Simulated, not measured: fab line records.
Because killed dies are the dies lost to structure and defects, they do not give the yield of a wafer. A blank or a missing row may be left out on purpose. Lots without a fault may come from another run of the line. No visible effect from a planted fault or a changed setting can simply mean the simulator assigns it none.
fab line records    flow sky130
record lots=5  wafers=15  last_day=50
route steps=708 shown CAP2M@612 METAL4@621 PAD_OPEN@708
lots that met no fault: from a run of the same line without faults
start_h: the number of hours between the record's first day and the start of the first shown wafer of the lot    wait_h: time in hours since the lot's previous step    " as in the row above    L1.1+2: several wafers, shown together as one row    - no value, or no start given    * or withheld: withheld    < > ~ a bound
route shown NAME@n: names a module that has steps shown in the file, with the first one's number in the route    usual: average and standard deviation across the fault-free wafers    same: alike in all rows    chamber/n: place in a boat    sites: readings site by site    _std_site: how widely they spread, as a standard deviation    _edge_site: inner sites' mean taken away from outer sites' mean    radius_mm: for every site, how far away it sits from the centre of the wafer    mask NAME#n: copy n    behind: the last tool/chamber to shape the wafer    hold: what put the lot on hold/how long, in hours/how the hold closed    device: which transistor (n, p or np) failed to switch    end of line: the route-end tests of the same wafers    step lacking rows: just its recipe    killed: at the first sort, the dies lost to defects and structure; wafer yield is something else    map: shows each die of a wafer: x if killed, . if not, _ if none is there
set.NAME: the setting the step ran with; set.NAME@STEP: the setting that earlier step ran with    model.NAME: the simulator's own value behind a step, which no gauge read
lots at some steps of the route; a table a step, a row a wafer
services: the hour from which a tool's chamber was out of use, counted from the record's first day as start_h (under 0 if before that day), plus the number of hours and why
## steps
# step SKY_CAP2M_EXPOSE_09
# recipe mask_id=CAP2M  na=0.6  source_shape=conventional  sigma_outer=0.6  polarization=unpolarized  target_cd_nm=1000  dose_mj=159
# step SKY_CAP2M_PEB_10
# recipe temp_c=withheld  time_s=*  resist=NOVOLAK
# step SKY_CAP2M_DEVELOP_11
# recipe resist=NOVOLAK  developer=TMAH  develop_time_s=60  dev_temp_c=23
# step SKY_CAP2M_OVL_MEAS_12
# usual CAP2M_OVL=-0.7/1.7
lot.wafer  tool        chamber  start_h  wait_h  CAP2M_OVL[nm]
L579.3     overlay-02  -        987.03   0.1     -0.6
L579.4     "           -        "        "       1.2
L579.5     "           -        "        "       0.2
L591.1     overlay-01  -        1062.01  0.1     0.7
L591.4     "           -        "        "       2.0
L591.5     "           -        "        "       1.7
L592.1     overlay-01  -        1071.17  0.1     0.1
L592.4     "           -        "        "       0.3
L592.6     "           -        "        "       -0.9
L597.1     overlay-02  -        1098.91  0.1     -1.0
L597.2     "           -        "        "       -1.1
L597.4     "           -        "        "       -1.3
L598.1     overlay-02  -        1101.62  0.1     -3.2
L598.3     "           -        "        "       -1.4
L598.6     "           -        "        "       -1.2
# step SKY_CAP2M_METAL_ETCH_13
# recipe target_depth_nm=220  stop_on=SiO2  chemistry=Cl2/BCl3  target=TiN  pressure_mtorr=10  icp_w=900  bias_w=48.5  Cl2_flow_sccm=60  bcl3_flow_sccm=30  time_s=62.9
# usual chamber_pressure_mTorr=10.000/0.0089  drypump_motor_current_A=5.7/0.34  oes_product_au=0.940/0.0063  throttle_valve_pct=21.902/0.0095
lot.wafer  tool          chamber  start_h  wait_h  chamber_pressure_mTorr  drypump_motor_current_A  oes_product_au  rf_hours_counter_h  throttle_valve_pct
L579.3     rie_metal-03  0        987.08   0.0     9.991                   5.5                      0.931           -                   21.905
L579.4     "             1        "        "       10.008                  5.5                      0.943           -                   21.892
L579.5     "             0        "        "       10.004                  5.5                      0.937           -                   21.894
L591.1     rie_metal-01  1        1062.05  0.0     10.013                  6.3                      0.940           21                  21.904
L591.4     "             1        "        "       9.995                   6.3                      0.941           -                   21.882
L591.5     "             0        "        "       10.002                  6.0                      0.941           -                   21.893
L592.1     rie_metal-03  0        1071.20  0.0     10.000                  5.5                      0.934           11                  21.895
L592.4     "             1        "        "       10.014                  5.5                      0.936           -                   21.907
L592.6     "             0        "        "       10.003                  5.4                      0.943           -                   21.885
L597.1     rie_metal-01  1        1098.95  0.0     9.991                   6.3                      0.942           24                  21.898
L597.2     "             0        "        "       10.000                  6.0                      0.928           10                  21.907
L597.4     "             0        "        "       10.004                  6.0                      0.941           -                   21.905
L598.1     rie_metal-04  1        1101.65  0.0     9.994                   5.6                      0.942           22                  21.912
L598.3     "             0        "        "       9.999                   5.3                      0.935           -                   21.920
L598.6     "             0        "        "       9.992                   5.3                      0.932           -                   21.899
# step SKY_CAP2M_STRIP_14
# recipe chemistry=O2/N2  power_w=1400  pressure_mtorr=1500  platen_temp_c=withheld  o2_flow_sccm=3000  n2_flow_sccm=300  overash_fraction=0.5
# usual chamber_pressure_mTorr=1500.0/1.3  drypump_motor_current_A=5.3/0.31  o2_flow_sccm=3001/8.8  oes_product_au=0.710/0.0045  strip_time_to_endpoint_s=12.68/0.04
lot.wafer  tool             chamber  start_h  wait_h  chamber_pressure_mTorr  drypump_motor_current_A  o2_flow_sccm  oes_product_au  rf_hours_counter_h  strip_time_to_endpoint_s
L579.3     plasma_asher-03  0        987.16   0.1     1497.7                  6.1                      2993          0.718           -                   12.74
L579.4     "                1        "        "       1502.4                  5.3                      3013          0.712           -                   12.73
L579.5     "                1        "        "       1499.9                  5.3                      3000          0.713           -                   12.74
L591.1     plasma_asher-04  0        1062.15  0.1     1500.4                  5.1                      2994          0.710           91                  12.68
L591.4     "                1        "        "       1500.2                  5.4                      2996          0.702           -                   12.64
L591.5     "                1        "        "       1499.2                  5.4                      2997          0.708           -                   12.68
L592.1     plasma_asher-01  1        1071.28  0.1     1499.8                  5.0                      3020          0.714           67                  12.75
L592.4     "                1        "        "       1497.7                  5.0                      3007          0.712           -                   12.68
L592.6     "                0        "        "       1500.3                  5.1                      2980          0.713           -                   12.71
L597.1     plasma_asher-03  1        1099.02  0.1     1500.6                  5.3                      3018          0.712           30                  12.74
L597.2     "                0        "        "       1500.0                  6.1                      2998          0.709           30                  12.66
L597.4     "                0        "        "       1500.9                  6.1                      2990          0.719           -                   12.67
L598.1     plasma_asher-04  1        1101.73  0.1     1501.0                  5.3                      3002          0.710           95                  12.65
L598.3     "                0        "        "       1500.7                  5.1                      3014          0.711           -                   12.62
L598.6     "                1        "        "       1500.5                  5.4                      2991          0.709           -                   12.64
# step SKY_CAP2M_STRIP_15
# recipe chemistry=post_etch_residue_remover  time_s=1200  temp_c=72.5
# step SKY_CAP2M_CLEAN_16
# recipe chemistry=IPA  time_s=180  temp_c=25
# step SKY_CAP2M_CLEAN_17
# recipe chemistry=O3/DIW  dry=n2_spin
# step SKY_METAL4_DEHYDRATE_05
# recipe temp_c=200  time_s=60
# step SKY_METAL4_HMDS_06
# recipe prime_time_s=60  prime_temp_c=120
# step SKY_METAL4_COAT_07
# recipe resist=BARC  temp_c=withheld  time_s=withheld  spin_rpm=3000  resist_thk_nm=60
# step SKY_METAL4_COAT_08
# recipe resist=KrF-thick  spin_rpm=3000  resist_thk_nm=1140
# usual chill_plate_temp_C=22.99/0.1
lot.wafer  tool            chamber  start_h  wait_h  chill_plate_temp_C  model.KrF-thick_of_METAL4_COAT_08.thk_nm
L579.3     litho_track-02  0        999      -       22.96               1268
L579.4     "               0        "        "       22.86               1262
L579.5     "               0        "        "       22.99               1265
L591.1     litho_track-02  0        1073     -       22.88               1141
L591.4     "               0        "        "       22.88               1139
L591.5     "               0        "        "       22.80               1140
L592.1     litho_track-04  0        1082     -       22.91               1139
L592.4     "               0        "        "       22.94               1136
L592.6     "               0        "        "       23.05               1138
L597.1     litho_track-01  0        1109     -       22.84               1134
L597.2     "               0        "        "       22.91               1139
L597.4     "               0        "        "       22.87               1141
L598.1     litho_track-04  0        1111     -       23.05               1144
L598.3     "               0        "        "       23.04               1141
L598.6     "               0        1112     -       23.01               1146
# step SKY_METAL4_SOFTBAKE_09
# recipe temp_c=100  time_s=90  resist=KrF-thick
# step SKY_METAL4_EXPOSE_10
# recipe mask_id=MM4  na=0.68  source_shape=annular  sigma_inner=0.4  sigma_outer=0.8  target_cd_nm=300  dose_mj=28
# step SKY_METAL4_PEB_11
# recipe peb_temp_c=withheld  peb_time_s=withheld  resist=KrF-thick
# step SKY_METAL4_DEVELOP_12
# recipe develop_time_s=60  resist=KrF-thick  dev_temp_c=21
# step SKY_METAL4_CD_MEAS_13
# recipe target_cd_nm=300
# usual cd_nm=299.9/1.5
lot.wafer  tool       chamber  start_h  wait_h  cd_nm
L579.3     cd_sem-01  -        1010.30  -       304.4
L579.4     "          -        "        "       301.6
L579.5     "          -        "        "       302.9
L591.1     cd_sem-01  -        1084.73  -       300.9
L591.4     "          -        "        "       299.0
L591.5     "          -        "        "       299.2
L592.1     cd_sem-01  -        1092.73  -       300.3
L592.4     "          -        "        "       299.8
L592.6     "          -        "        "       300.1
L597.1     cd_sem-02  -        1119.67  -       300.0
L597.2     "          -        "        "       298.7
L597.4     "          -        "        "       300.4
L598.1     cd_sem-02  -        1121.93  -       300.2
L598.3     "          -        "        "       301.0
L598.6     "          -        "        "       300.5
# step SKY_METAL4_OVL_MEAS_14
# usual METAL4_OVL=2/5.5
lot.wafer  tool        chamber  start_h  wait_h  METAL4_OVL[nm]
L579.3     overlay-02  -        1010.40  0.1     5
L579.4     "           -        "        "       11
L579.5     "           -        "        "       12
L591.1     overlay-02  -        1084.85  0.1     -1
L591.4     "           -        "        "       -3
L591.5     "           -        "        "       -2
L592.1     overlay-02  -        1092.85  0.1     1
L592.4     "           -        "        "       7
L592.6     "           -        "        "       4
L597.1     overlay-02  -        1119.79  0.1     -3
L597.2     "           -        "        "       2
L597.4     "           -        "        "       3
L598.1     overlay-01  -        1122.05  0.1     3
L598.3     "           -        "        "       5
L598.6     "           -        "        "       -4
# step SKY_METAL4_DESCUM_15
# recipe chemistry=O2  source_power_w=150  bias_power_w=0  pressure_mtorr=10  temp_c=40  time_s=8
# usual chamber_pressure_mTorr=10.000/0.0093  drypump_motor_current_A=5.9/0.34  oes_product_au=0.996/0.0083
lot.wafer  tool          chamber  start_h  wait_h  chamber_pressure_mTorr  drypump_motor_current_A  oes_product_au  rf_hours_counter_h  model.METAL4.cd_nm
L579.3     rie_metal-02  0        1010.43  0.0     9.998                   6.1                      0.988           -                   304.4
L579.4     "             1        "        "       10.002                  6.1                      1.008           -                   301.5
L579.5     "             0        "        "       10.006                  6.2                      0.993           -                   302.9
L591.1     rie_metal-04  1        1084.88  0.0     9.985                   5.7                      0.994           20                  300.8
L591.4     "             1        "        "       9.990                   5.6                      0.996           -                   299.3
L591.5     "             1        "        "       10.013                  5.6                      0.991           -                   299.3
L592.1     rie_metal-04  0        1092.88  0.0     9.997                   5.3                      1.006           22                  300.9
L592.4     "             1        "        "       10.006                  5.6                      0.992           -                   299.8
L592.6     "             1        "        "       10.007                  5.6                      0.989           -                   299.9
L597.1     rie_metal-01  1        1119.82  0.0     10.004                  6.3                      0.994           26                  299.9
L597.2     "             0        "        "       10.013                  6.0                      1.003           12                  298.6
L597.4     "             1        "        "       9.983                   6.3                      0.986           -                   300.2
L598.1     rie_metal-04  0        1122.08  0.0     9.999                   5.3                      1.005           24                  300.4
L598.3     "             1        "        "       9.998                   5.6                      1.000           -                   300.6
L598.6     "             0        "        "       10.027                  5.3                      0.990           -                   300.9
# step SKY_METAL4_ETCH_16
# recipe chemistry=N2/H2  target=BARC  ion_energy_ev=200  bias_w=100  pressure_mtorr=30  n2_flow_sccm=100  h2_flow_sccm=200  icp_w=500  stop_on=SiO2  time_s=88.2  target_depth_a=600
# usual chamber_pressure_mTorr=30.001/0.028  drypump_motor_current_A=5.9/0.34  oes_product_au=0.626/0.005  throttle_valve_pct=13.204/0.0088
lot.wafer  tool          chamber  start_h  wait_h  chamber_pressure_mTorr  drypump_motor_current_A  oes_product_au  rf_hours_counter_h  throttle_valve_pct
L579.3     rie_metal-02  0        1010.49  0.0     30.007                  6.2                      0.620           -                   13.221
L579.4     "             1        "        "       30.040                  6.1                      0.627           -                   13.197
L579.5     "             0        "        "       29.990                  6.2                      0.619           -                   13.209
L591.1     rie_metal-04  1        1084.92  0.0     29.989                  5.7                      0.619           20                  13.215
L591.4     "             1        "        "       30.020                  5.6                      0.621           -                   13.200
L591.5     "             1        "        "       30.003                  5.6                      0.641           -                   13.201
L592.1     rie_metal-04  0        1092.92  0.0     29.945                  5.4                      0.622           22                  13.199
L592.4     "             1        "        "       29.935                  5.7                      0.624           -                   13.196
L592.6     "             1        "        "       30.003                  5.6                      0.621           -                   13.197
L597.1     rie_metal-01  1        1119.85  0.0     30.080                  6.3                      0.626           26                  13.204
L597.2     "             0        "        "       30.023                  6.0                      0.628           12                  13.208
L597.4     "             1        "        "       29.992                  6.3                      0.631           -                   13.211
L598.1     rie_metal-04  0        1122.12  0.0     29.998                  5.3                      0.626           24                  13.213
L598.3     "             1        "        "       29.985                  5.6                      0.623           -                   13.203
L598.6     "             0        "        "       30.040                  5.3                      0.641           -                   13.209
# step SKY_METAL4_ETCH_17
# recipe target=SiO2  stop_on=TiN  chemistry=C4F8/O2/Ar  source_w=1500  bias_w=1200  pressure_mtorr=40  c4f8_flow_sccm=withheld  O2_flow_sccm=6  Ar_flow_sccm=300  time_s=3.9  target_depth_a=150
# usual chamber_pressure_mTorr=40.00/0.035  oes_product_au=0.754/0.0067
lot.wafer  tool         chamber  start_h  wait_h  chamber_pressure_mTorr  oes_product_au  rf_hours_counter_h  model.METAL4.cd_nm
L579.3     rie_diel-03  2        1010.55  0.0     40.05                   0.748           15                  304.7
L579.4     "            3        "        "       40.00                   0.760           27                  300.9
L579.5     "            2        "        "       40.00                   0.758           -                   304.5
L591.1     rie_diel-04  3        1085.01  0.1     39.99                   0.755           18                  302.5
L591.4     "            0        "        "       40.02                   0.756           6                   300.8
L591.5     "            2        "        "       39.99                   0.752           -                   300
L592.1     rie_diel-03  0        1093.01  0.1     39.97                   0.747           5                   300.8
L592.4     "            3        "        "       39.97                   0.768           29                  299
L592.6     "            3        "        "       40.01                   0.764           -                   299.6
L597.1     rie_diel-02  3        1119.95  0.1     39.96                   0.753           11                  299.3
L597.2     "            2        "        "       40.02                   0.756           15                  298
L597.4     "            1        "        "       40.00                   0.761           12                  298
L598.1     rie_diel-02  0        1122.22  0.1     39.97                   0.761           8                   300.7
L598.3     "            2        "        "       40.03                   0.752           15                  301.8
L598.6     "            2        "        "       39.98                   0.754           -                   300.8
# step SKY_METAL4_METAL_ETCH_18
# recipe target_depth_a=8450  stop_on=SiO2  over_etch_frac=0.3  time_s=183.1  chemistry=Cl2/BCl3  resist_sidewall_deg=88  pressure_mtorr=10  icp_w=900  bias_w=48.5  Cl2_flow_sccm=60  bcl3_flow_sccm=30
# usual chamber_pressure_mTorr=9.999/0.0095  drypump_motor_current_A=5.9/0.33  oes_product_au=0.867/0.0063  throttle_valve_pct=22.265/0.0084
lot.wafer  tool          chamber  start_h  wait_h  chamber_pressure_mTorr  drypump_motor_current_A  oes_product_au  rf_hours_counter_h  throttle_valve_pct  model.KrF-thick_of_METAL4_COAT_08.thk_nm
L579.3     rie_metal-04  1        1010.69  0.1     10.017                  5.6                      0.868           -                   22.262              660.8
L579.4     "             1        "        "       9.993                   5.6                      0.864           -                   22.263              650.1
L579.5     "             1        "        "       9.996                   5.6                      0.861           -                   22.257              659.2
L591.1     rie_metal-02  0        1085.03  0.0     10.009                  6.2                      0.878           21                  22.260              532.5
L591.4     "             0        "        "       9.986                   6.2                      0.878           -                   22.257              531.4
L591.5     "             0        "        "       10.008                  6.2                      0.869           -                   22.259              531.5
L592.1     rie_metal-01  0        1093.03  0.0     10.000                  6.0                      0.866           10                  22.264              520.9
L592.4     "             0        "        "       9.986                   5.9                      0.865           -                   22.258              520.5
L592.6     "             1        "        "       10.014                  6.3                      0.865           -                   22.259              528.6
L597.1     rie_metal-04  0        1119.97  0.0     10.000                  5.3                      0.862           24                  22.263              533.5
L597.2     "             1        "        "       9.993                   5.6                      0.859           23                  22.267              538.9
L597.4     "             0        "        "       10.005                  5.3                      0.861           -                   22.267              538.7
L598.1     rie_metal-02  1        1122.23  0.0     10.013                  6.1                      0.862           18                  22.272              523.8
L598.3     "             0        "        "       9.995                   6.2                      0.859           -                   22.268              528.6
L598.6     "             0        "        "       9.994                   6.2                      0.859           -                   22.255              533.7
# step SKY_METAL4_STRIP_19
# recipe chemistry=O2/N2  power_w=1400  pressure_mtorr=1500  platen_temp_c=withheld  o2_flow_sccm=3000  n2_flow_sccm=300  overash_fraction=0.5
# usual chamber_pressure_mTorr=1500.0/1.4  drypump_motor_current_A=5.19/0.23  o2_flow_sccm=3001/9.2  oes_product_au=0.503/0.0052  strip_time_to_endpoint_s=6.58/0.057
lot.wafer  tool             chamber  start_h  wait_h  chamber_pressure_mTorr  drypump_motor_current_A  o2_flow_sccm  oes_product_au  rf_hours_counter_h  strip_time_to_endpoint_s
L579.3     plasma_asher-02  0        1010.96  0.2     1499.2                  4.94                     3005          0.553           -                   7.84
L579.4     "                1        "        "       1501.3                  5.66                     2992          0.544           -                   7.74
L579.5     "                0        "        "       1501.0                  4.95                     3009          0.556           -                   7.84
L591.1     plasma_asher-04  1        1085.39  0.3     1500.6                  5.40                     3009          0.504           93                  6.58
L591.4     "                1        "        "       1499.6                  5.36                     3005          0.498           -                   6.58
L591.5     "                0        "        "       1499.4                  5.12                     3000          0.497           -                   6.60
L592.1     plasma_asher-01  0        1093.21  0.1     1499.1                  5.07                     3013          0.498           70                  6.50
L592.4     "                1        "        "       1501.6                  5.03                     3010          0.499           -                   6.48
L592.6     "                0        "        "       1500.9                  5.06                     3008          0.508           -                   6.54
L597.1     plasma_asher-01  0        1120.15  0.1     1499.0                  5.07                     2998          0.505           72                  6.60
L597.2     "                1        "        "       1498.4                  5.02                     3016          0.501           72                  6.65
L597.4     "                0        "        "       1501.9                  5.07                     3001          0.507           -                   6.65
L598.1     plasma_asher-02  0        1122.41  0.1     1500.6                  4.93                     2996          0.500           5                   6.51
L598.3     "                0        "        "       1498.8                  4.95                     3003          0.505           -                   6.54
L598.6     "                1        "        "       1497.6                  5.68                     2997          0.509           -                   6.61
# step SKY_METAL4_STRIP_20
# recipe chemistry=post_etch_residue_remover  time_s=1200  temp_c=72.5
# step SKY_PAD_OPEN_PROBE_99
# usual defect_limited_yield=82.4/2.1  killed_at_M0_to_M3=44/7.3  killed_at_M4_up=3.0/1.9  killed_at_contacts=24/5  killed_at_front_end=16/4.5  killed_at_other=0.3/0.46  killed_dies=87/10  killed_open=47/8.3  killed_short=39/6.4  sort_bin_3_pad_short=0.8/0.43  sort_bin_5_function=10.5/1.6  sort_bin_6_memory=6.3/1.1  sort_n_pass=405/10  sort_yield_pct=82.4/2.1
# same gross_dies=492  killed_at_back_side=0  sort_bin_4_leakage[%]=0  sort_bin_8_speed[%]=0
lot.wafer  tool       chamber  start_h  wait_h  defect_limited_yield[%]  killed_at_M0_to_M3  killed_at_M4_up  killed_at_contacts  killed_at_front_end  killed_at_other  killed_dies  killed_open  killed_short  sort_bin_3_pad_short[%]  sort_bin_5_function[%]  sort_bin_6_memory[%]  sort_n_pass  sort_yield_pct[%]
L579.3     prober-01  -        1102.83  0.2     78.7                     56                  2                27                  20                   0                105          66           39            1.8                      12.0                    7.5                   387          78.7
L579.4     prober-01  -        1102.88  0.2     80.1                     50                  4                23                  21                   0                98           62           36            1.6                      12.4                    5.9                   394          80.1
L579.5     prober-01  -        1102.93  0.2     77.4                     58                  8                24                  21                   0                111          66           45            0.6                      14.4                    7.5                   381          77.4
L592.1     prober-02  -        1173.00  0.1     83.7                     51                  6                15                  8                    0                80           38           42            1.0                      10.0                    5.3                   412          83.7
L592.4     prober-02  -        1173.15  0.2     82.5                     43                  2                21                  20                   0                86           42           44            1.6                      11.4                    4.5                   406          82.5
L592.6     prober-02  -        1173.25  0.2     83.1                     42                  3                18                  19                   1                83           42           41            1.0                      9.6                     6.3                   409          83.1
L597.1     prober-01  -        1195.69  0.1     83.1                     41                  4                26                  12                   0                83           38           45            1.2                      10.4                    5.3                   409          83.1
L597.2     prober-01  -        1195.74  0.1     82.5                     33                  7                30                  16                   0                86           43           43            1.0                      11.6                    4.9                   406          82.5
L597.4     prober-01  -        1195.84  0.2     83.5                     39                  4                18                  19                   1                81           46           35            0.6                      9.6                     6.3                   411          83.5
L598.1     prober-02  -        1197.68  0.1     82.7                     49                  4                18                  14                   0                85           36           49            1.0                      8.5                     7.7                   407          82.7
L598.3     prober-02  -        1197.78  0.2     78.7                     49                  4                34                  18                   0                105          60           45            1.0                      13.0                    7.3                   387          78.7
L598.6     prober-02  -        1197.93  0.2     82.1                     40                  1                28                  19                   0                88           49           39            0.4                      11.2                    6.3                   404          82.1
# killed by level:class
L579.3 CONTACT:geometric_particle:open=14 VIA1:geometric_particle:open=12 VIA3:geometric_particle:open=10 FIELD_ISO:geometric_particle:open=8 LI_CONTACT:geometric_particle:open=6 VIA1:geometric_particle:short=6 VIA2:geometric_particle:open=5 FIELD_ISO:geometric_particle:short=5
L579.4 VIA1:geometric_particle:open=12 CONTACT:geometric_particle:open=10 VIA3:geometric_particle:open=8 FIELD_ISO:geometric_particle:open=7 LI_CONTACT:geometric_particle:open=7 VIA3:geometric_particle:short=6 VIA1:geometric_particle:short=5 VIA2:geometric_particle:open=5
L579.5 VIA3:geometric_particle:open=12 CONTACT:geometric_particle:open=12 VIA1:geometric_particle:open=11 VIA1:geometric_particle:short=8 POLY_GATE:geometric_particle:open=7 VIA2:geometric_particle:open=7 VIA3:geometric_particle:short=6 LI_CONTACT:geometric_particle:open=5
L592.1 VIA2:geometric_particle:open=9 METAL1:geometric_particle:short=9 VIA1:geometric_particle:open=8 METAL2:geometric_particle:short=8 CONTACT:geometric_particle:open=6 VIA3:geometric_particle:open=6 VIA1:geometric_particle:short=6 METAL4:geometric_particle:short=5
L592.4 CONTACT:geometric_particle:open=10 VIA1:geometric_particle:open=10 METAL2:geometric_particle:short=9 FIELD_ISO:geometric_particle:short=7 VIA1:geometric_particle:short=6 VIA2:geometric_particle:open=6 CONTACT:geometric_particle:short=5 FIELD_ISO:geometric_particle:open=4
L592.6 VIA1:geometric_particle:open=12 METAL1:geometric_particle:short=9 CONTACT:geometric_particle:open=9 FIELD_ISO:geometric_particle:open=6 POLY_GATE:geometric_particle:short=5 VIA1:geometric_particle:short=4 METAL2:geometric_particle:short=4 VIA3:geometric_particle:open=4
L597.1 CONTACT:geometric_particle:open=11 METAL1:geometric_particle:short=7 VIA2:geometric_particle:open=6 VIA1:geometric_particle:open=6 CONTACT:geometric_particle:short=6 FIELD_ISO:geometric_particle:short=5 VIA3:geometric_particle:short=5 VIA3:geometric_particle:open=5
L597.2 CONTACT:geometric_particle:open=9 VIA1:geometric_particle:open=8 CONTACT:geometric_particle:short=8 LI_CONTACT:geometric_particle:open=7 VIA3:geometric_particle:open=7 POLY_GATE:geometric_particle:short=6 METAL4:geometric_particle:short=6 LI_CONTACT:geometric_particle:short=5
L597.4 VIA1:geometric_particle:open=10 CONTACT:geometric_particle:open=9 METAL1:geometric_particle:short=8 FIELD_ISO:geometric_particle:open=7 POLY_GATE:geometric_particle:open=4 METAL2:geometric_particle:short=4 VIA1:geometric_particle:short=4 VIA2:geometric_particle:open=4
L598.1 METAL1:geometric_particle:short=10 METAL2:geometric_particle:short=8 VIA1:geometric_particle:open=6 VIA2:geometric_particle:open=6 CONTACT:geometric_particle:open=5 VIA1:geometric_particle:short=5 FIELD_ISO:geometric_particle:open=4 FIELD_ISO:geometric_particle:short=4
L598.3 CONTACT:geometric_particle:open=14 VIA1:geometric_particle:open=12 VIA3:geometric_particle:open=12 LI_CONTACT:geometric_particle:open=6 METAL2:geometric_particle:short=6 FIELD_ISO:geometric_particle:open=5 METAL1:geometric_particle:short=5 LOCAL_INTERCONNECT:geometric_particle:short=5
L598.6 CONTACT:geometric_particle:open=13 LI_CONTACT:geometric_particle:open=7 FIELD_ISO:geometric_particle:open=6 VIA1:geometric_particle:open=6 VIA1:geometric_particle:short=5 METAL1:geometric_particle:short=5 VIA2:geometric_particle:open=5 METAL3:geometric_particle:short=4
## services
tool             chamber  start_h  hours  kind
rie_metal-04     0        963.45   5.2    repair
plasma_asher-02  -        974.25   0.9    repair
rie_diel-02      -        974.44   0.8    repair
rie_diel-03      2        979.07   6.8    repair
rie_metal-02     0        1000.76  2.1    repair
rie_metal-04     0        1001.77  20.9   repair
rie_metal-02     1        1002.37  5.3    repair
plasma_asher-03  -        1006.89  6.4    repair
rie_diel-03      -        1008.41  0.1    repair
plasma_asher-01  -        1012.34  2.8    pm
plasma_asher-03  -        1013.32  2.8    pm
plasma_asher-03  -        1017.33  1.6    repair
plasma_asher-03  -        1018.53  10.4   repair
rie_diel-03      3        1023.03  9.2    repair
rie_diel-02      -        1024.31  2.8    pm
rie_diel-02      3        1027.67  6.4    repair
rie_metal-02     1        1039.03  55.6   repair
plasma_asher-03  -        1040.47  14.6   pm
rie_metal-04     -        1041.95  0.6    repair
rie_metal-04     -        1051.56  2.8    pm
rie_metal-02     0        1087.64  10.5   repair
rie_metal-01     -        1091.85  0.4    repair
rie_metal-02     -        1103.74  0.8    repair
rie_metal-04     -        1112.43  0.7    repair
## key
first_sign step=SKY_METAL4_CD_MEAS_13  reading=cd_nm  direction=up  sigmas=2.1  usual=299.9  struck=302.9  through=control_loop
effect step=SKY_METAL4_STRIP_19  reading=strip_time_to_endpoint_s  direction=up  sigmas=22  usual=*  struck=*  through=*
model_effect step=SKY_METAL4_COAT_08  value=KrF-thick_of_METAL4_COAT_08.thk_nm  without=1143  struck=1265
model_effect step=SKY_METAL4_DESCUM_15  value=METAL4.cd_nm  without=299.9  struck=302.9
model_effect step=SKY_METAL4_ETCH_17  value=METAL4.cd_nm  without=300.3  struck=303.4
model_effect step=SKY_METAL4_METAL_ETCH_18  value=KrF-thick_of_METAL4_COAT_08.thk_nm  without=534.8  struck=656.7
met_at SKY_METAL4_COAT_08
struck_wafers L579.3,L579.4,L579.5
loop_trim step=SKY_METAL4_EXPOSE_10  setting=dose  lots=L579
also_fits SKY_METAL4_DESCUM_15:rie_metal-02,SKY_METAL4_ETCH_16:rie_metal-02
fault kind=process_parameter_drift  tool=litho_track-02  chamber=-  onset_h=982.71  steps=SKY_METAL4_COAT_08  channel=resist_thk_nm  offset=121.58  shape=step  end_h=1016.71  acts_in=these_recipes_only  stated=1140
# loop_trim: a control loop set the setting to another value than it would have without faults
